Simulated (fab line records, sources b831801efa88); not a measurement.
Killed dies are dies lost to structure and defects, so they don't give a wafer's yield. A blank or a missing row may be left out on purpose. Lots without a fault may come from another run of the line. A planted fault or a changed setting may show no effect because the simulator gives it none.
Which tool did it? | flow gf180mcu | 12 lots, 36 wafers sampled, at 6 steps of a route of 602

WHAT THE GAUGES READ, wafer by wafer
GF_STI_THK_MEAS_04.
lot  | measured    | on            | STI_CVD_03_THK (nm)
L558 | day 2 01:55 | film_metro-02 | 204.8 206.2 206.6
L560 | day 2 12:17 | film_metro-01 | 208.5 209.5 209.6
L561 | day 2 16:42 | film_metro-02 | 207.0 208.4 209.3
L563 | day 3 01:33 | film_metro-01 | 204.9 204.8 206.7
L564 | day 3 06:34 | film_metro-02 | 205.2 204.3 203.6
L565 | day 3 10:34 | film_metro-02 | 206.4 206.7 208.1
L567 | day 3 23:37 | film_metro-02 | 206.6 207.0 206.4
L568 | day 4 03:33 | film_metro-01 | 206.3 206.3 206.8
L576 | day 5 17:37 | film_metro-01 | 206.9 204.9 206.8
L577 | day 5 22:34 | film_metro-02 | 210.7 210.3 209.7
L578 | day 6 04:50 | film_metro-01 | 206.8 207.6 206.5
L579 | day 6 08:34 | film_metro-02 | 210.3 209.7 208.6

GF_MVSD_OVL_MEAS_07.
lot  | measured    | on         | MVSD_OVL (nm)
L558 | day 4 20:02 | overlay-01 | -2.5 -2.3 -4.7
L560 | day 5 16:14 | overlay-01 | -1.2 -0.8 -1.0
L561 | day 5 19:58 | overlay-02 | 0.3 -0.2 -2.7
L563 | day 6 08:07 | overlay-01 | -0.2 -0.4 -0.3
L564 | day 6 16:41 | overlay-02 | -2.1 -0.2 -1.5
L565 | day 6 19:19 | overlay-01 | 1.1 1.3 -0.1
L567 | day 7 06:23 | overlay-02 | -0.9 0.1 -1.2
L568 | day 7 10:22 | overlay-01 | - - -
L576 | day 9 05:38 | overlay-02 | -0.5 -0.5 -1.4
L577 | day 9 13:29 | overlay-01 | 0.7 -0.5 0.0
L578 | day 9 18:33 | overlay-02 | 1.2 0.9 0.4
L579 | day 9 22:05 | overlay-01 | 0.8 0.6 1.5

GF_MVSD_TW_MEAS_11.
lot  | measured    | on            | MVSD_TW
L558 | day 4 20:29 | film_metro-02 | 1572 1563 1562
L560 | day 5 16:40 | film_metro-04 | 1595 1598 1593
L561 | day 5 20:25 | film_metro-04 | 1604 1585 1596
L563 | day 6 08:34 | film_metro-04 | 1601 1591 1596
L564 | day 6 17:07 | film_metro-04 | 1597 1592 1596
L565 | day 6 19:45 | film_metro-04 | 1590 1590 1594
L567 | day 7 06:50 | film_metro-02 | 1576 1565 1565
L568 | day 7 10:49 | film_metro-02 | 30 30 30 30 30 30
L576 | day 9 06:05 | film_metro-02 | 1562 1554 1566
L577 | day 9 13:56 | film_metro-02 | 1566 1559 1564
L578 | day 9 19:01 | film_metro-02 | 1561 1563 1559
L579 | day 9 22:34 | film_metro-02 | 1563 1568 1567

GF_VT_IMPLANT_OVL_MEAS_29.
lot  | measured     | on         | VT_IMPLANT_02_OVL (nm)
L558 | day 7 09:22  | overlay-01 | -1.2 -2.3 -0.8
L560 | day 8 07:26  | overlay-01 | 1.6 1.5 1.2
L561 | day 8 10:43  | overlay-01 | -1.2 -0.7 -1.0
L563 | day 9 01:13  | overlay-01 | -2.4 -1.5 -0.9
L564 | day 9 10:11  | overlay-02 | -0.8 -0.7 -1.0
L565 | day 9 14:09  | overlay-02 | -0.2 -0.1 -0.4
L567 | day 10 00:04 | overlay-01 | -0.2 0.1 0.4
L576 | day 12 05:35 | overlay-02 | -1.8 -1.5 -1.5
L577 | day 12 14:22 | overlay-01 | 0.9 -0.5 0.8
L578 | day 12 19:49 | overlay-02 | -1.5 -2.6 -2.6
L579 | day 13 00:02 | overlay-02 | -0.6 -1.5 -0.4

WHICH TOOL RAN EACH LOT (tool, then ch and the chambers of the sampled wafers, then the start)
lot  | GF_MVSD_EXPOSE_04                  | GF_MVSD_STRIP_10
L558 | iline_stepper-02 ch 0, day 4 13:35 | plasma_asher-01 ch 0,1, day 4 20:23
L560 | iline_stepper-01 ch 0, day 5 08:41 | plasma_asher-02 ch 0,1, day 5 16:34
L561 | iline_stepper-02 ch 0, day 5 12:22 | plasma_asher-01 ch 0,1, day 5 20:19
L563 | iline_stepper-01 ch 0, day 6 00:30 | plasma_asher-01 ch 0,1, day 6 08:28
L564 | iline_stepper-01 ch 0, day 6 08:56 | plasma_asher-02 ch 0,1, day 6 17:01
L565 | iline_stepper-02 ch 0, day 6 12:42 | plasma_asher-03 ch 0,1, day 6 19:39
L567 | iline_stepper-01 ch 0, day 6 22:19 | plasma_asher-03 ch 0,1, day 7 06:44
L568 | iline_stepper-02 ch 0, day 7 02:45 | plasma_asher-02 ch 0,1, day 7 10:44
L576 | iline_stepper-02 ch 0, day 8 22:01 | plasma_asher-02 ch 0,1, day 9 05:59
L577 | iline_stepper-01 ch 0, day 9 04:29 | plasma_asher-03 ch 0,1, day 9 13:50
L578 | iline_stepper-01 ch 0, day 9 10:26 | plasma_asher-02 ch 0,1, day 9 18:55
L579 | iline_stepper-01 ch 0, day 9 13:53 | plasma_asher-02 ch 0,1, day 9 22:25
- GF_MVSD_EXPOSE_04: exposes mask MVSD, target cd 1000 nm.
- GF_MVSD_STRIP_10: strips in O2/N2.

WHAT THE TOOLS THEMSELVES READ (means of the sampled wafers that have a number; where no wafer has one, the mark that the record gives instead)
GF_MVSD_STRIP_10.
lot  | tool            | drypump_motor_current_A (A) | heater_power_w (W) | oes_product_au (a.u.) | platen_temp_c (C) | strip_time_to_endpoint_s (s)
L558 | plasma_asher-01 | 5.6                         | 323                | 0.721                 | 249.96            | 36.90
L560 | plasma_asher-02 | 5.9                         | 350                | 0.721                 | 250.01            | 37.01
L561 | plasma_asher-01 | 5.5                         | 314                | 0.721                 | 249.92            | 36.90
L563 | plasma_asher-01 | 5.5                         | 312                | 0.720                 | 249.87            | 36.90
L564 | plasma_asher-02 | 5.9                         | 356                | 0.723                 | 249.95            | 36.94
L565 | plasma_asher-03 | 6.0                         | 253                | 0.717                 | 249.97            | 37.03
L567 | plasma_asher-03 | 6.0                         | 253                | 0.721                 | 249.89            | 36.89
L568 | plasma_asher-02 | 5.9                         | 359                | 0.722                 | 250.15            | 36.95
L576 | plasma_asher-02 | 5.8                         | 358                | 0.719                 | 249.88            | 37.09
L577 | plasma_asher-03 | 6.0                         | 254                | 0.722                 | 250.00            | 36.97
L578 | plasma_asher-02 | 5.7                         | 353                | 0.719                 | 249.97            | 36.91
L579 | plasma_asher-02 | 5.7                         | 358                | 0.724                 | 250.00            | 36.81

THE ANSWER, worked out from the rows above alone
Rule: what is usual is taken from the lots themselves. Put in order of their means at a reading, lots are off if they are a third of the lots or fewer, leave a main group of 4 or more, and stand apart from it by a gap of 3 or more times the standard deviation of the main group's means; of several such gaps the widest counts. A main group whose means are all the same, to the digits that the tables above print for the reading, isn't used. A lot without any number at a reading at which 4 lots or more have one is off too. The other lots that the step has rows for count as sound. The gauges are gone through in route order, then the tools' own readings, and for those a lot's mean is taken as printed above. The first step at which some lot is off is used, and at that step the reading that is off furthest; a lot without a number counts as furthest.
Off: L568, at GF_MVSD_OVL_MEAS_07 (MVSD_OVL). Without a number there: L568. The main group: mean -0.5 nm, standard deviation 1.1.
A tool fits if, at a process step before that reading, it ran every lot that is off, and no sound lot after the first of them. The gauges at GF_MVSD_OVL_MEAS_07 aren't tried: what is off there is off at GF_MVSD_TW_MEAS_11 too, on other tools, and a gauge's error can't cause that. None of those tried fits.

WHAT THE SIMULATOR HAD PUT IN
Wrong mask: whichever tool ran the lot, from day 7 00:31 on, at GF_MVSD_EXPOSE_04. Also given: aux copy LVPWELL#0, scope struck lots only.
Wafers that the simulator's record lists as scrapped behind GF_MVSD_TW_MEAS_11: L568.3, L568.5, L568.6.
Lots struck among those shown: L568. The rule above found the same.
